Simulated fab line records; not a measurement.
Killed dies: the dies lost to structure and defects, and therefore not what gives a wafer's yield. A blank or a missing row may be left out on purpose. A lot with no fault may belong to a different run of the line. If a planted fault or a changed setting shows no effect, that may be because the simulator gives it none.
fab line records	flow gf180mcu
record: lots: 24	wafers: 72	lastDay: 35
route steps=602 shown MVPSD@88 HV_LDD@226 SALICIDE@283 CONTACT@301 M1@321
lots with no fault: from the same line, run without faults
startH: hours from the record's opening day to when the first of the lot's shown wafers began	waitH: hours since the lot's step before	" identical to the entry in the row above	L1.1+2: a single row standing in for several wafers	- no value present, or no start provided	* or withheld: withheld	< > ~ a bound
route shown NAME@n: names a module that has steps shown in the file, with the first one's number in the route	usual: the fault-free wafers' mean and standard deviation	same: alike in all rows	chamber/n: place in a boat	sites: readings site by site	_std_site: their standard deviation	_edge_site: the outer-site mean with the inner-site mean subtracted	radiusMm: for every site, how far away it sits from the centre of the wafer	mask NAME#n: copy n	behind: the last tool/chamber to shape the wafer	hold: cause of the lot's hold/its duration in hours/its outcome	device: transistor that didn't switch, given as n, p or np	end of line: the tests these same wafers got at the end of their route	for a step that has no rows: nothing shown but its recipe	killed: count of dies lost to structure and defects at first sort (not the wafer's yield)	map: per-die view of a wafer (x killed, . not killed, _ where there is no die)
set.NAME: setting as actually run; set.NAME@STEP: the setting as run at that earlier step	model.NAME: the simulator's own value behind a step, which no gauge read
the route's steps for a sample of lots (tables are steps, rows are wafers)
services: when a tool's chamber went out of use (startH, in hours from the record's first day, below 0 if earlier), for how many hours, and the reason
== steps ==
step: GF_MVPSD_STRIP_10
recipe: chemistry: O2/N2	powerW: 1400	pressureMtorr: 1500	platenTempC: 250	o2FlowSccm: 3000	n2FlowSccm: 300	overashFraction: 0.5
usual: drypumpMotorCurrentA: 5.9/0.54	heaterPowerW: 325/14	oesProductAu: 0.723/0.0044	stripTimeToEndpointS: 36.96/0.11
lot.wafer	tool	chamber	startH	waitH	drypumpMotorCurrentA	heaterPowerW	oesProductAu	rfHoursCounterH	stripTimeToEndpointS
L074.2	plasmaAsher-04	1	108.16	0.1	6.7	327	0.720	46	36.99
L074.3	"	0	"	"	6.1	351	0.722	-	37.00
L074.4	"	1	"	"	6.7	333	0.722	-	37.00
L075.4	plasmaAsher-03	0	108.99	0.1	6.2	317	0.721	-	37.05
L075.5	"	1	"	"	5.2	307	0.716	-	37.04
L075.6	"	0	"	"	6.2	322	0.717	-	37.00
L076.1	plasmaAsher-04	1	115.10	0.1	6.7	325	0.724	47	36.89
L076.2	"	0	"	"	6.1	358	0.721	47	36.85
L076.3	"	0	"	"	6.1	353	0.716	-	36.90
L077.1	plasmaAsher-03	1	124.66	0.1	5.2	314	0.719	34	37.17
L077.2	"	0	"	"	6.2	340	0.718	34	36.99
L077.4	"	0	"	"	6.2	328	0.724	-	37.03
L078.2	plasmaAsher-04	1	126.01	0.1	6.7	326	0.717	49	37.13
L078.4	"	1	"	"	6.7	313	0.721	-	37.15
L078.6	"	1	"	"	6.7	323	0.724	-	37.10
L079.1	plasmaAsher-01	0	133.60	0.1	5.2	309	0.720	45	36.83
L079.3	"	0	"	"	5.2	315	0.724	-	36.70
L079.4	"	1	"	"	5.9	321	0.720	-	36.80
L080.1	plasmaAsher-04	1	137.85	0.1	6.7	314	0.729	50	36.94
L080.2	"	0	"	"	6.1	347	0.733	50	37.07
L080.5	"	1	"	"	6.7	319	0.729	-	37.03
L081.1	plasmaAsher-01	0	144.15	0.1	5.2	315	0.726	46	36.96
L081.5	"	0	"	"	5.2	315	0.726	-	36.91
L081.6	"	1	"	"	5.9	322	0.716	-	36.95
L082.2	plasmaAsher-03	0	148.41	0.1	6.2	322	0.729	36	37.10
L082.5	"	1	"	"	5.2	310	0.722	-	37.07
L082.6	"	0	"	"	6.2	327	0.723	-	37.08
L083.2	plasmaAsher-03	0	156.61	0.1	6.2	332	0.723	36	36.93
L083.4	"	1	"	"	5.2	314	0.720	-	37.01
L083.5	"	1	"	"	5.2	308	0.718	-	36.95
L084.2	plasmaAsher-04	0	160.46	0.1	6.1	347	0.727	52	36.94
L084.4	"	0	"	"	6.1	346	0.722	-	37.02
L084.5	"	1	"	"	6.7	324	0.720	-	36.91
L085.2	plasmaAsher-03	1	165.75	0.1	5.2	304	0.721	38	37.12
L085.3	"	0	"	"	6.2	332	0.730	-	37.07
L085.6	"	0	"	"	6.2	335	0.726	-	37.12
L086.2	plasmaAsher-04	1	170.05	0.1	6.7	318	0.720	53	36.98
L086.4	"	1	"	"	6.7	321	0.730	-	37.03
L086.6	"	0	"	"	6.1	358	0.728	-	37.06
L087.1	plasmaAsher-01	0	178.21	0.1	5.2	313	0.722	49	36.90
L087.3	"	1	"	"	5.9	326	0.720	-	36.84
L087.4	"	0	"	"	5.2	318	0.714	-	36.84
L088.1	plasmaAsher-04	1	185.26	0.1	6.7	333	0.720	55	37.02
L088.3	"	0	"	"	6.1	353	0.722	-	37.07
L088.4	"	1	"	"	6.7	325	0.718	-	37.01
L089.1	plasmaAsher-03	1	188.55	0.1	5.2	310	0.719	40	37.04
L089.2	"	0	"	"	6.2	339	0.732	40	37.00
L089.5	"	1	"	"	5.2	304	0.727	-	37.00
L090.4	plasmaAsher-04	1	196.44	0.1	6.7	321	0.718	-	36.85
L090.5	"	1	"	"	6.7	328	0.720	-	36.90
L090.6	"	0	"	"	6.1	351	0.722	-	36.85
L091.1	plasmaAsher-04	1	203.01	0.1	6.7	316	0.734	57	37.01
L091.3	"	0	"	"	6.0	342	0.721	-	36.84
L091.6	"	1	"	"	6.7	323	0.718	-	37.04
L092.3	plasmaAsher-03	0	208.59	0.1	6.2	335	0.717	-	36.89
L092.4	"	1	"	"	5.2	316	0.718	-	36.99
L092.6	"	0	"	"	6.2	329	0.729	-	36.76
L093.1	plasmaAsher-01	1	214.66	0.1	5.9	321	0.729	53	36.86
L093.3	"	1	"	"	5.9	326	0.726	-	36.84
L093.4	"	0	"	"	5.2	310	0.725	-	36.93
L094.1	plasmaAsher-01	0	221.31	0.1	5.2	314	0.724	54	37.00
L094.2	"	1	"	"	5.9	321	0.723	54	37.12
L094.3	"	1	"	"	5.9	324	0.726	-	37.01
L095.1	plasmaAsher-01	0	225.51	0.1	5.2	310	0.727	54	36.90
L095.3	"	0	"	"	5.2	313	0.728	-	36.85
L095.6	"	0	"	"	5.2	316	0.725	-	36.96
L096.2	plasmaAsher-01	0	233.66	0.1	5.3	320	0.718	55	36.99
L096.4	"	0	"	"	5.2	306	0.727	-	36.95
L096.5	"	0	"	"	5.2	313	0.721	-	36.91
L097.3	plasmaAsher-01	1	241.05	0.1	5.9	312	0.726	-	36.85
L097.5	"	1	"	"	5.9	314	0.720	-	36.79
L097.6	"	0	"	"	5.2	317	0.717	-	36.86
step: GF_HV_LDD_TW_MEAS_50
usual: HV_LDD_4_TW: 571/5.3
lot.wafer	tool	chamber	startH	waitH	HV_LDD_4_TW
L074.2	filmMetro-03	-	290.84	0.1	572
L074.3	"	-	"	"	574
L074.4	"	-	"	"	573
L075.4	filmMetro-03	-	296.81	0.1	576
L075.5	"	-	"	"	573
L075.6	"	-	"	"	575
L076.1	filmMetro-01	-	303.01	0.1	565
L076.2	"	-	"	"	568
L076.3	"	-	"	"	568
L077.1	filmMetro-01	-	317.68	0.1	569
L077.2	"	-	"	"	567
L077.4	"	-	"	"	568
L078.2	filmMetro-01	-	324.62	0.1	568
L078.4	"	-	"	"	568
L078.6	"	-	"	"	570
L079.1	filmMetro-04	-	332.81	0.1	576
L079.3	"	-	"	"	574
L079.4	"	-	"	"	578
L080.1	filmMetro-01	-	333.53	0.1	569
L080.2	"	-	"	"	567
L080.5	"	-	"	"	570
L081.1	filmMetro-03	-	348.97	0.1	577
L081.5	"	-	"	"	575
L081.6	"	-	"	"	579
L082.2	filmMetro-03	-	349.28	0.1	578
L082.5	"	-	"	"	580
L082.6	"	-	"	"	577
L083.2	filmMetro-03	-	362.13	0.1	574
L083.4	"	-	"	"	574
L083.5	"	-	"	"	575
L084.2	filmMetro-03	-	367.14	0.1	575
L084.4	"	-	"	"	573
L084.5	"	-	"	"	576
L085.2	filmMetro-01	-	377.99	0.1	563
L085.3	"	-	"	"	565
L085.6	"	-	"	"	567
L086.2	filmMetro-01	-	380.02	0.1	565
L086.4	"	-	"	"	565
L086.6	"	-	"	"	566
L087.1	filmMetro-01	-	390.88	0.1	567
L087.3	"	-	"	"	568
L087.4	"	-	"	"	567
L088.1	filmMetro-01	-	397.62	0.1	566
L088.3	"	-	"	"	566
L088.4	"	-	"	"	568
L089.1	filmMetro-01	-	408.53	0.1	565
L089.2	"	-	"	"	565
L089.5	"	-	"	"	568
L090.4	filmMetro-01	-	412.91	0.1	567
L090.5	"	-	"	"	567
L090.6	"	-	"	"	566
L091.1	filmMetro-03	-	424.83	0.1	574
L091.3	"	-	"	"	575
L091.6	"	-	"	"	572
L092.3	filmMetro-04	-	428.80	0.1	572
L092.4	"	-	"	"	574
L092.6	"	-	"	"	575
L093.1	filmMetro-03	-	436.11	0.1	580
L093.3	"	-	"	"	576
L093.4	"	-	"	"	579
L094.1	filmMetro-01	-	447.26	0.1	566
L094.2	"	-	"	"	564
L094.3	"	-	"	"	562
L095.1	filmMetro-03	-	454.26	0.1	578
L095.3	"	-	"	"	577
L095.6	"	-	"	"	577
L096.2	filmMetro-01	-	463.06	0.1	564
L096.4	"	-	"	"	565
L096.5	"	-	"	"	567
L097.3	filmMetro-01	-	473.46	0.1	565
L097.5	"	-	"	"	566
L097.6	"	-	"	"	564
step: GF_SALICIDE_THK_MEAS_05
recipe: thkMeasGauge: xrf	reads: TiN_of_SALICIDE_SPUTTER_03
usual: SALICIDE_TIN_THK: 20.09/0.29
lot.wafer	tool	chamber	startH	waitH	SALICIDE_TIN_THK[nm]
L074.2	filmMetro-04	-	360.40	0.1	20.04
L074.3	"	-	"	"	20.35
L074.4	"	-	"	"	20.13
L075.4	filmMetro-04	-	368.18	0.1	20.15
L075.5	"	-	"	"	20.18
L075.6	"	-	"	"	20.25
L076.1	filmMetro-03	-	373.04	0.1	20.12
L076.2	"	-	"	"	19.76
L076.3	"	-	"	"	19.95
L077.1	filmMetro-04	-	389.06	0.1	20.18
L077.2	"	-	"	"	20.26
L077.4	"	-	"	"	20.18
L078.2	filmMetro-03	-	400.66	0.1	20.32
L078.4	"	-	"	"	20.30
L078.6	"	-	"	"	20.27
L079.1	filmMetro-04	-	408.27	0.1	20.08
L079.3	"	-	"	"	19.84
L079.4	"	-	"	"	20.03
L080.1	filmMetro-03	-	408.39	0.1	19.57
L080.2	"	-	"	"	19.86
L080.5	"	-	"	"	19.63
L081.1	filmMetro-04	-	423.94	0.1	19.57
L081.5	"	-	"	"	19.81
L081.6	"	-	"	"	19.92
L082.2	filmMetro-02	-	424.33	0.1	20.67
L082.5	"	-	"	"	20.53
L082.6	"	-	"	"	20.39
L083.2	filmMetro-02	-	439.28	0.1	19.81
L083.4	"	-	"	"	19.77
L083.5	"	-	"	"	19.88
L084.2	filmMetro-03	-	447.24	0.1	19.62
L084.4	"	-	"	"	19.58
L084.5	"	-	"	"	19.71
L085.2	filmMetro-03	-	457.44	0.1	19.92
L085.3	"	-	"	"	20.00
L085.6	"	-	"	"	19.60
L086.2	filmMetro-02	-	459.04	0.1	19.70
L086.4	"	-	"	"	19.82
L086.6	"	-	"	"	19.70
L087.1	filmMetro-02	-	469.84	0.1	20.22
L087.3	"	-	"	"	20.58
L087.4	"	-	"	"	20.06
L088.1	filmMetro-02	-	476.03	0.1	19.99
L088.3	"	-	"	"	20.26
L088.4	"	-	"	"	20.17
L089.1	filmMetro-03	-	488.13	0.1	20.19
L089.2	"	-	"	"	19.97
L089.5	"	-	"	"	20.18
L090.4	filmMetro-02	-	493.20	0.1	19.76
L090.5	"	-	"	"	19.96
L090.6	"	-	"	"	19.79
L091.1	filmMetro-02	-	503.69	0.1	20.34
L091.3	"	-	"	"	20.40
L091.6	"	-	"	"	20.13
L092.3	filmMetro-02	-	508.45	0.1	19.94
L092.4	"	-	"	"	19.69
L092.6	"	-	"	"	20.26
L093.1	filmMetro-03	-	514.93	0.1	19.70
L093.3	"	-	"	"	19.95
L093.4	"	-	"	"	20.19
L094.1	filmMetro-02	-	523.98	0.1	20.16
L094.2	"	-	"	"	20.56
L094.3	"	-	"	"	20.40
L095.1	filmMetro-04	-	531.90	0.1	20.40
L095.3	"	-	"	"	20.31
L095.6	"	-	"	"	20.27
L096.2	filmMetro-04	-	539.59	0.1	20.64
L096.4	"	-	"	"	20.57
L096.5	"	-	"	"	20.47
L097.3	filmMetro-04	-	549.61	0.1	20.41
L097.5	"	-	"	"	20.71
L097.6	"	-	"	"	20.20
step: GF_CONTACT_CD_MEAS_14
recipe: targetCdNm: 220
usual: cdNm: 220.2/1.5
lot.wafer	tool	chamber	startH	waitH	cdNm
L074.2	cdSem-02	-	384.94	0.1	221.4
L074.3	"	-	"	"	221.7
L074.4	"	-	"	"	221.2
L075.4	cdSem-02	-	393.03	0.1	221.4
L075.5	"	-	"	"	221.4
L075.6	"	-	"	"	223.1
L076.1	cdSem-01	-	397.46	0.1	221.3
L076.2	"	-	"	"	220.0
L076.3	"	-	"	"	220.2
L077.1	cdSem-02	-	413.26	0.1	218.9
L077.2	"	-	"	"	220.6
L077.4	"	-	"	"	220.1
L078.2	cdSem-02	-	425.98	0.1	221.6
L078.4	"	-	"	"	222.0
L078.6	"	-	"	"	222.0
L079.1	cdSem-01	-	433.77	0.1	217.3
L079.3	"	-	"	"	217.3
L079.4	"	-	"	"	217.5
L080.1	cdSem-01	-	434.12	0.1	218.4
L080.2	"	-	"	"	220.1
L080.5	"	-	"	"	221.0
L081.1	cdSem-01	-	450.16	0.1	219.5
L081.5	"	-	"	"	219.5
L081.6	"	-	"	"	218.2
L082.2	cdSem-02	-	450.53	0.1	223.0
L082.5	"	-	"	"	221.9
L082.6	"	-	"	"	220.5
L083.2	cdSem-01	-	465.54	0.1	221.6
L083.4	"	-	"	"	222.7
L083.5	"	-	"	"	221.8
L084.2	cdSem-02	-	473.34	0.1	218.9
L084.4	"	-	"	"	217.8
L084.5	"	-	"	"	219.5
L085.2	cdSem-01	-	483.09	0.1	221.0
L085.3	"	-	"	"	220.1
L085.6	"	-	"	"	220.4
L086.2	cdSem-01	-	485.72	0.1	221.0
L086.4	"	-	"	"	220.4
L086.6	"	-	"	"	221.8
L087.1	cdSem-02	-	495.17	0.1	218.4
L087.3	"	-	"	"	220.0
L087.4	"	-	"	"	218.9
L088.1	cdSem-02	-	501.62	0.1	218.8
L088.3	"	-	"	"	217.7
L088.4	"	-	"	"	216.7
L089.1	cdSem-02	-	513.12	0.1	221.2
L089.2	"	-	"	"	221.1
L089.5	"	-	"	"	220.9
L090.4	cdSem-02	-	518.03	0.1	221.1
L090.5	"	-	"	"	220.8
L090.6	"	-	"	"	222.7
L091.1	cdSem-01	-	528.74	0.2	220.7
L091.3	"	-	"	"	220.9
L091.6	"	-	"	"	222.0
L092.3	cdSem-02	-	533.41	0.1	221.3
L092.4	"	-	"	"	221.2
L092.6	"	-	"	"	221.5
L093.1	cdSem-02	-	539.12	0.1	220.6
L093.3	"	-	"	"	220.8
L093.4	"	-	"	"	219.7
L094.1	cdSem-01	-	547.77	0.1	221.9
L094.2	"	-	"	"	220.0
L094.3	"	-	"	"	220.4
L095.1	cdSem-01	-	555.37	0.1	219.7
L095.3	"	-	"	"	219.1
L095.6	"	-	"	"	218.7
L096.2	cdSem-01	-	562.99	0.1	218.3
L096.4	"	-	"	"	218.3
L096.5	"	-	"	"	216.4
L097.3	cdSem-02	-	572.06	0.1	219.4
L097.5	"	-	"	"	219.6
L097.6	"	-	"	"	218.3
step: GF_M1_THK_MEAS_06
recipe: thkMeasGauge: xrf	reads: AlCu_of_M1_SPUTTER_02
usual: M1_ALCU_THK: 456/5.9
lot.wafer	tool	chamber	startH	waitH	M1_ALCU_THK[nm]
L074.2	filmMetro-01	-	386.58	0.1	453
L074.3	"	-	"	"	450
L074.4	"	-	"	"	456
L075.4	filmMetro-04	-	394.75	0.1	462
L075.5	"	-	"	"	460
L075.6	"	-	"	"	462
L076.1	filmMetro-02	-	399.10	0.1	460
L076.2	"	-	"	"	451
L076.3	"	-	"	"	448
L077.1	filmMetro-02	-	414.89	0.1	458
L077.2	"	-	"	"	455
L077.4	"	-	"	"	453
L078.2	filmMetro-04	-	427.60	0.1	460
L078.4	"	-	"	"	469
L078.6	"	-	"	"	461
L079.1	filmMetro-01	-	435.42	0.1	449
L079.3	"	-	"	"	451
L079.4	"	-	"	"	450
L080.1	filmMetro-02	-	435.89	0.1	455
L080.2	"	-	"	"	456
L080.5	"	-	"	"	457
L081.1	filmMetro-04	-	451.79	0.1	468
L081.5	"	-	"	"	469
L081.6	"	-	"	"	462
L082.2	filmMetro-01	-	452.15	0.1	459
L082.5	"	-	"	"	454
L082.6	"	-	"	"	452
L083.2	filmMetro-02	-	467.35	0.1	454
L083.4	"	-	"	"	452
L083.5	"	-	"	"	455
L084.2	filmMetro-02	-	474.98	0.1	461
L084.4	"	-	"	"	459
L084.5	"	-	"	"	457
L085.2	filmMetro-01	-	484.71	0.1	448
L085.3	"	-	"	"	455
L085.6	"	-	"	"	454
L086.2	filmMetro-04	-	487.35	0.1	460
L086.4	"	-	"	"	459
L086.6	"	-	"	"	466
L087.1	filmMetro-02	-	496.81	0.1	455
L087.3	"	-	"	"	453
L087.4	"	-	"	"	451
L088.1	filmMetro-01	-	503.26	0.1	443
L088.3	"	-	"	"	443
L088.4	"	-	"	"	448
L089.1	filmMetro-02	-	514.76	0.1	448
L089.2	"	-	"	"	450
L089.5	"	-	"	"	453
L090.4	filmMetro-01	-	519.66	0.1	456
L090.5	"	-	"	"	450
L090.6	"	-	"	"	456
L091.1	filmMetro-02	-	530.37	0.1	456
L091.3	"	-	"	"	453
L091.6	"	-	"	"	452
L092.3	filmMetro-04	-	535.02	0.1	467
L092.4	"	-	"	"	467
L092.6	"	-	"	"	468
L093.1	filmMetro-04	-	540.76	0.1	461
L093.3	"	-	"	"	463
L093.4	"	-	"	"	460
L094.1	filmMetro-04	-	549.41	0.1	455
L094.2	"	-	"	"	460
L094.3	"	-	"	"	461
L095.1	filmMetro-04	-	557.02	0.1	457
L095.3	"	-	"	"	458
L095.6	"	-	"	"	456
L096.2	filmMetro-01	-	564.75	0.1	454
L096.4	"	-	"	"	455
L096.5	"	-	"	"	456
L097.3	filmMetro-01	-	573.68	0.1	452
L097.5	"	-	"	"	455
L097.6	"	-	"	"	452
step: GF_M1_CD_MEAS_14
recipe: targetCdNm: 230
usual: cdNm: 230.0/1.1
lot.wafer	tool	chamber	startH	waitH	cdNm
L074.2	cdSem-01	-	409.74	0.1	229.6
L074.3	"	-	"	"	231.2
L074.4	"	-	"	"	229.8
L075.4	cdSem-02	-	418.93	0.1	231.7
L075.5	"	-	"	"	230.2
L075.6	"	-	"	"	231.1
L076.1	cdSem-02	-	423.36	0.1	231.4
L076.2	"	-	"	"	232.4
L076.3	"	-	"	"	231.6
L077.1	cdSem-01	-	439.22	0.1	227.4
L077.2	"	-	"	"	227.5
L077.4	"	-	"	"	228.3
L078.2	cdSem-01	-	452.29	0.1	227.8
L078.4	"	-	"	"	228.4
L078.6	"	-	"	"	229.2
L079.1	cdSem-01	-	460.27	0.1	231.0
L079.3	"	-	"	"	230.2
L079.4	"	-	"	"	229.0
L080.1	cdSem-02	-	460.62	0.1	229.9
L080.2	"	-	"	"	230.0
L080.5	"	-	"	"	229.4
L081.1	cdSem-01	-	476.57	0.1	230.6
L081.5	"	-	"	"	231.8
L081.6	"	-	"	"	230.7
L082.2	cdSem-02	-	476.94	0.1	229.9
L082.5	"	-	"	"	230.1
L082.6	"	-	"	"	229.0
L083.2	cdSem-01	-	492.22	0.1	231.1
L083.4	"	-	"	"	229.0
L083.5	"	-	"	"	230.5
L084.2	cdSem-02	-	499.39	0.1	230.4
L084.4	"	-	"	"	228.6
L084.5	"	-	"	"	229.5
L085.2	cdSem-01	-	508.62	0.1	231.8
L085.3	"	-	"	"	230.1
L085.6	"	-	"	"	232.1
L086.2	cdSem-02	-	511.59	0.1	231.5
L086.4	"	-	"	"	229.6
L086.6	"	-	"	"	230.3
L087.1	cdSem-01	-	519.60	0.1	229.7
L087.3	"	-	"	"	229.1
L087.4	"	-	"	"	229.1
L088.1	cdSem-01	-	526.92	0.1	229.7
L088.3	"	-	"	"	229.6
L088.4	"	-	"	"	231.0
L089.1	cdSem-02	-	538.17	0.1	229.5
L089.2	"	-	"	"	229.5
L089.5	"	-	"	"	229.2
L090.4	cdSem-01	-	542.93	0.1	229.7
L090.5	"	-	"	"	228.4
L090.6	"	-	"	"	228.8
L091.1	cdSem-01	-	552.97	0.1	228.4
L091.3	"	-	"	"	228.8
L091.6	"	-	"	"	229.4
L092.3	cdSem-01	-	558.36	0.1	228.8
L092.4	"	-	"	"	229.5
L092.6	"	-	"	"	229.2
L093.1	cdSem-01	-	562.77	0.1	230.7
L093.3	"	-	"	"	230.4
L093.4	"	-	"	"	232.0
L094.1	cdSem-02	-	570.59	0.2	231.4
L094.2	"	-	"	"	230.1
L094.3	"	-	"	"	230.8
L095.1	cdSem-01	-	576.47	0.1	229.5
L095.3	"	-	"	"	229.1
L095.6	"	-	"	"	228.7
L096.2	cdSem-01	-	583.89	0.1	229.2
L096.4	"	-	"	"	229.5
L096.5	"	-	"	"	229.1
L097.3	cdSem-02	-	594.16	0.1	231.0
L097.5	"	-	"	"	231.1
L097.6	"	-	"	"	230.3
== services ==
tool	chamber	startH	hours	kind
plasmaAsher-03	-	137.49	3.1	repair
plasmaAsher-01	-	159.35	4.0	repair
plasmaAsher-01	-	170.82	2.8	pm
== key ==
fault none
